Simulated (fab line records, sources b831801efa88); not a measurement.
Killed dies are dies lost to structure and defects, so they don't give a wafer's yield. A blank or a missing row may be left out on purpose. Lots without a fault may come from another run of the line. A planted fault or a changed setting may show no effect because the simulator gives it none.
One fault seen from 2 desks | flow gf180mcu | each desk has only its own numbers; what lay behind them comes last

THE TOOL OWNER'S DESK: lpcvd-02
The tool's own readings at GF_STI_CVD_03 (deposits Si3N4 from DCS/NH3, target thk 207.16 nm, time 3551 s): means of the sampled wafers that have a number, for each lot that ran on this tool. A lot is out of limits, marked OUT, if its mean lies more than 4 standard deviations from the usual mean; the brackets give that distance.
Columns: A = pressure_mtorr at GF_STI_CVD_03, usual 250.0 mTorr; B = spike_tc_lower_C at GF_STI_CVD_03, usual 769.8 C
lot  | first seen here | A               | B
L862 | day 1 16:34     | 250.4           | 770.8
L868 | day 2 23:50     | 249.9           | 770.9
L869 | day 3 04:11     | 250.2           | 771.3
L870 | day 3 08:34     | 299.9 (+91) OUT | 769.7
L871 | day 3 14:01     | 299.8 (+91) OUT | 771.0
This desk's finding: out of limits on L870, L871; first on L870, day 3 08:34 (pressure_mtorr at GF_STI_CVD_03). In limits: L862, L868, L869.

THE METROLOGY DESK
What the gauges read, lot by lot, whatever tool the lot ran on: means of the sampled wafers that have a number. A lot is out of limits, marked OUT, if its mean lies more than 4 standard deviations from the usual mean; the brackets give that distance.
Columns: A = STI_CVD_03_THK at GF_STI_THK_MEAS_04, usual 207.7 nm; B = CONTACT_CVD_02_THK at GF_CONTACT_THK_MEAS_03, usual 864 nm; C = CONTACT_BOW at GF_CONTACT_BOW_MEAS_05, usual 66 um
lot  | first seen here | A                | B   | C
L862 | day 1 18:34     | 206.8            | 859 | 67
L864 | day 2 04:34     | 207.5            | 852 | 61
L865 | day 2 09:34     | 209.4            | 878 | 71
L867 | day 2 19:34     | 207.6            | 864 | 67
L868 | day 3 01:50     | 205.4            | 858 | 66
L869 | day 3 06:11     | 208.7            | 858 | 75
L870 | day 3 10:34     | 217.7 (+5.6) OUT | 865 | 62
L871 | day 3 16:02     | 220.4 (+7.0) OUT | 866 | 64
L872 | day 3 20:39     | 207.6            | 878 | 71
L881 | day 5 19:01     | 208.9            | 869 | 64
L883 | day 6 03:35     | 207.5            | 867 | 63
This desk's finding: out of limits on L870, L871; first on L870, day 3 10:34 (STI_CVD_03_THK at GF_STI_THK_MEAS_04). In limits: L862, L864, L865, L867, L868, L869, L872, L881, L883.

PUT TOGETHER
The tool owner's desk could have raised an alarm at day 3 08:34, on L870, L871.
The metrology desk could have raised an alarm at day 3 10:34, on L870, L871.
Of the lots named, all ran GF_STI_CVD_03 on lpcvd-02.

WHAT THE SIMULATOR HAD PUT IN
Process parameter drift: lpcvd-02, from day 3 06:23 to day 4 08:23, at GF_STI_CVD_03. Setting pressure_mtorr, moved by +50, from 250. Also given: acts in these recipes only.
Lots struck among those shown: L870, L871.
Hours from the fault's start to each desk's first reading out of limits: the tool owner's desk, 2; the metrology desk, 4.
